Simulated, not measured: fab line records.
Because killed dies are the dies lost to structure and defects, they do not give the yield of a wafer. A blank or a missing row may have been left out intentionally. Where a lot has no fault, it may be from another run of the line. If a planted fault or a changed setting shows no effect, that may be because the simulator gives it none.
Split-lot trial / flow sfqLine / on a route of 325 steps: 5 lots, 23 wafers read

== SPLIT DETAILS ==
At SFQ_TRILAYER_M0_BARC_OPEN_METAL_ETCH_031 (etches BARC in O2, target depth 125 nm, time 41.7 s), the setting icpW was moved away from the recipe's 600 W on 9 of the 23 wafers read, by +4.0% to +11.9%. This setting was run at the recipe's value on the other wafers.

Reading taken at the split's own step.

== THE READING ==
KrF_of_TRILAYER_M0_LITHO_COAT_021.thkNm (the simulator's own value, which no gauge read), in nm, at SFQ_TRILAYER_M0_BARC_OPEN_METAL_ETCH_031 (etches BARC in O2, target depth 125 nm, time 41.7 s). The file does not state a usual value for it. Here, 14 wafers ran the recipe; their average is 520.0 nm with a standard deviation of 1.4 nm.

wafer=L074.2; tool, chamber at the split=rieMetal-04, 1; icpW as run, W=654.7; against the recipe=+9.1%; KrF_of_TRILAYER_M0_LITHO_COAT_021.thkNm, nm=513.4; against lot-mates on the recipe=-6.9
wafer=L074.3; tool, chamber at the split=rieMetal-04, 0; icpW as run, W=600; against the recipe=recipe; KrF_of_TRILAYER_M0_LITHO_COAT_021.thkNm, nm=519.3; against lot-mates on the recipe=-
wafer=L074.4; tool, chamber at the split=rieMetal-04, 1; icpW as run, W=600; against the recipe=recipe; KrF_of_TRILAYER_M0_LITHO_COAT_021.thkNm, nm=521; against lot-mates on the recipe=-
wafer=L074.5; tool, chamber at the split=rieMetal-04, 1; icpW as run, W=600; against the recipe=recipe; KrF_of_TRILAYER_M0_LITHO_COAT_021.thkNm, nm=520.5; against lot-mates on the recipe=-
wafer=L074.6; tool, chamber at the split=rieMetal-04, 0; icpW as run, W=654.7; against the recipe=+9.1%; KrF_of_TRILAYER_M0_LITHO_COAT_021.thkNm, nm=515.7; against lot-mates on the recipe=-4.6
wafer=L075.1; tool, chamber at the split=rieMetal-03, 0; icpW as run, W=600; against the recipe=recipe; KrF_of_TRILAYER_M0_LITHO_COAT_021.thkNm, nm=523.3; against lot-mates on the recipe=-
wafer=L075.3; tool, chamber at the split=rieMetal-03, 0; icpW as run, W=624.1; against the recipe=+4.0%; KrF_of_TRILAYER_M0_LITHO_COAT_021.thkNm, nm=517.6; against lot-mates on the recipe=-4.0
wafer=L075.4; tool, chamber at the split=rieMetal-03, 1; icpW as run, W=624.1; against the recipe=+4.0%; KrF_of_TRILAYER_M0_LITHO_COAT_021.thkNm, nm=518.5; against lot-mates on the recipe=-3.1
wafer=L075.5; tool, chamber at the split=rieMetal-03, 1; icpW as run, W=624.1; against the recipe=+4.0%; KrF_of_TRILAYER_M0_LITHO_COAT_021.thkNm, nm=517.9; against lot-mates on the recipe=-3.7
wafer=L075.6; tool, chamber at the split=rieMetal-03, 0; icpW as run, W=600; against the recipe=recipe; KrF_of_TRILAYER_M0_LITHO_COAT_021.thkNm, nm=519.9; against lot-mates on the recipe=-
wafer=L078.1; tool, chamber at the split=rieMetal-03, 0; icpW as run, W=600; against the recipe=recipe; KrF_of_TRILAYER_M0_LITHO_COAT_021.thkNm, nm=519.7; against lot-mates on the recipe=-
wafer=L078.2; tool, chamber at the split=rieMetal-03, 1; icpW as run, W=600; against the recipe=recipe; KrF_of_TRILAYER_M0_LITHO_COAT_021.thkNm, nm=519.5; against lot-mates on the recipe=-
wafer=L078.6; tool, chamber at the split=rieMetal-03, 0; icpW as run, W=600; against the recipe=recipe; KrF_of_TRILAYER_M0_LITHO_COAT_021.thkNm, nm=519; against lot-mates on the recipe=-
wafer=L080.1; tool, chamber at the split=rieMetal-01, 1; icpW as run, W=600; against the recipe=recipe; KrF_of_TRILAYER_M0_LITHO_COAT_021.thkNm, nm=519.3; against lot-mates on the recipe=-
wafer=L080.2; tool, chamber at the split=rieMetal-01, 0; icpW as run, W=671.5; against the recipe=+11.9%; KrF_of_TRILAYER_M0_LITHO_COAT_021.thkNm, nm=509.8; against lot-mates on the recipe=-8.7
wafer=L080.4; tool, chamber at the split=rieMetal-01, 0; icpW as run, W=600; against the recipe=recipe; KrF_of_TRILAYER_M0_LITHO_COAT_021.thkNm, nm=517.8; against lot-mates on the recipe=-
wafer=L080.5; tool, chamber at the split=rieMetal-01, 1; icpW as run, W=600; against the recipe=recipe; KrF_of_TRILAYER_M0_LITHO_COAT_021.thkNm, nm=518.3; against lot-mates on the recipe=-
wafer=L080.6; tool, chamber at the split=rieMetal-01, 0; icpW as run, W=671.5; against the recipe=+11.9%; KrF_of_TRILAYER_M0_LITHO_COAT_021.thkNm, nm=513.8; against lot-mates on the recipe=-4.7
wafer=L084.1; tool, chamber at the split=rieMetal-04, 1; icpW as run, W=600; against the recipe=recipe; KrF_of_TRILAYER_M0_LITHO_COAT_021.thkNm, nm=521.6; against lot-mates on the recipe=-
wafer=L084.3; tool, chamber at the split=rieMetal-04, 0; icpW as run, W=646.3; against the recipe=+7.7%; KrF_of_TRILAYER_M0_LITHO_COAT_021.thkNm, nm=518; against lot-mates on the recipe=-2.9
wafer=L084.4; tool, chamber at the split=rieMetal-04, 1; icpW as run, W=600; against the recipe=recipe; KrF_of_TRILAYER_M0_LITHO_COAT_021.thkNm, nm=520.1; against lot-mates on the recipe=-
wafer=L084.5; tool, chamber at the split=rieMetal-04, 1; icpW as run, W=600; against the recipe=recipe; KrF_of_TRILAYER_M0_LITHO_COAT_021.thkNm, nm=520.9; against lot-mates on the recipe=-
wafer=L084.6; tool, chamber at the split=rieMetal-04, 0; icpW as run, W=646.3; against the recipe=+7.7%; KrF_of_TRILAYER_M0_LITHO_COAT_021.thkNm, nm=518.1; against lot-mates on the recipe=-2.8

THE FIT
A straight line over all 23 wafers: KrF_of_TRILAYER_M0_LITHO_COAT_021.thkNm changes by -0.582 nm for each +1% of icpW; r = -0.85; the points scatter about the line by 1.6 nm.
The same after taking each lot's own level away (the mean of its wafers on the recipe; 23 wafers): -0.553 nm for each +1%; r = -0.89; scatter 1.2 nm.
On that fit, the largest move of icpW shifts the reading by 6.6 nm.
Measured against the standard deviation above, the lots' own levels, which go from 518.47 to 521.60 nm, span 2.3 times it.
Consequently the slope shifts little with the lot-to-lot level, the two slopes agreeing.
Check: with one of the wafers moved furthest among these (+11.9%) left out of the fit, the line predicts -6.1 nm for it against its lot-mates. It came out at -8.67 nm against them.

== ADDITIONAL SPLITS CARRIED BY THESE WAFERS ==
Other splits were also applied to these wafers ahead of the reading. Each is held against what the fit with the lots' levels taken away leaves over:
other split on the same wafers=SFQ_TRILAYER_L0_LITHO_COAT_010 spinRpm; wafers away from the commonest value=11; r with KrF_of_TRILAYER_M0_LITHO_COAT_021.thkNm (lot level and that fit taken away)=+0.21
other split on the same wafers=SFQ_TRILAYER_L0_VIA_LITHO_COAT_018 resistThkNm; wafers away from the commonest value=8; r with KrF_of_TRILAYER_M0_LITHO_COAT_021.thkNm (lot level and that fit taken away)=-0.17
other split on the same wafers=SFQ_TRILAYER_L0_VIA_LITHO_PEB_016 pebTempC; wafers away from the commonest value=6; r with KrF_of_TRILAYER_M0_LITHO_COAT_021.thkNm (lot level and that fit taken away)=+0.05
other split on the same wafers=SFQ_TRILAYER_M0_LITHO_COAT_026 resistThkNm; wafers away from the commonest value=11; r with KrF_of_TRILAYER_M0_LITHO_COAT_021.thkNm (lot level and that fit taken away)=+0.43

== FILE'S OWN FIT ==
KrF_of_TRILAYER_M0_LITHO_COAT_021.thkNm changes by -0.557 nm for each +1% of icpW, r = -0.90.
